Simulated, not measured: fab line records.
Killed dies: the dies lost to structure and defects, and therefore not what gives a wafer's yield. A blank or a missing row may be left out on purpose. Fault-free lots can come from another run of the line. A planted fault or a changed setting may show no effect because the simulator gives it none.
2 desks looking at one fault + flow gf180mcu + only its own numbers are on each desk; what lay behind them is given at the end

== AT THE METROLOGY DESK ==
Means of the sampled wafers that have a number, per lot and without regard to the tool the lot ran on: this is what the gauges read. The brackets show how far a lot's mean lies from the usual mean; more than 4 standard deviations puts the lot out of limits, marked OUT.
Columns: A = V5_W_RS at GF_V5_RS_MEAS_24, usual 0.328 ohm/sq; B = V5_W_THK at GF_V5_THK_MEAS_25, usual 351 nm; C = TOP_METAL_ALCU_RS at GF_TOP_METAL_RS_MEAS_05, usual 0.0329 ohm/sq; D = TOP_METAL_ALCU_THK at GF_TOP_METAL_THK_MEAS_06, usual 880 nm; E = cd_nm at GF_TOP_METAL_CD_MEAS_14, usual 441.0 nm; F = TOP_METAL_OVL at GF_TOP_METAL_OVL_MEAS_15, usual 0.1 nm
| lot  | first seen here | A     | B   | C      | D   | E     | F    |
|------|-----------------|-------|-----|--------|-----|-------|------|
| L132 | day 27 11:02    | 0.327 | 357 | 0.0332 | 867 | 438.6 | -1.3 |
| L135 | day 28 10:07    | 0.325 | 351 | 0.0331 | 872 | 443.3 | 1.4  |
| L141 | day 30 03:30    | 0.324 | 358 | 0.0331 | 874 | 441.0 | 1.9  |
| L143 | day 30 15:47    | 0.330 | 351 | 0.0325 | 892 | 442.4 | -0.7 |
| L148 | day 32 13:55    | 0.329 | 342 | 0.0336 | 870 | 441.3 | 1.4  |
This desk's finding: nothing out of limits on any of the 5 lots.

== TOOL OWNER'S DESK, pvd_sputter-03 ==
The tool's own readings at GF_TOP_METAL_SPUTTER_02 (material AlCu, target thk 900 nm, time 47.82 s): means of the sampled wafers that have a number, for each lot that ran on this tool. The brackets show how far a lot's mean lies from the usual mean; more than 4 standard deviations puts the lot out of limits, marked OUT.
Columns: A = throttle_valve_pct at GF_TOP_METAL_SPUTTER_02, usual 29.8 %
| lot  | first seen here | A    |
|------|-----------------|------|
| L141 | day 30 04:07    | 30.4 |
| L148 | day 32 14:31    | 30.3 |
This desk's finding: nothing out of limits on any of the 2 lots.

== PUT TOGETHER ==
Nothing out of limits was seen by the metrology desk.
Nothing out of limits was seen by the tool owner's desk.

== WHAT THE SIMULATOR HAD PUT IN ==
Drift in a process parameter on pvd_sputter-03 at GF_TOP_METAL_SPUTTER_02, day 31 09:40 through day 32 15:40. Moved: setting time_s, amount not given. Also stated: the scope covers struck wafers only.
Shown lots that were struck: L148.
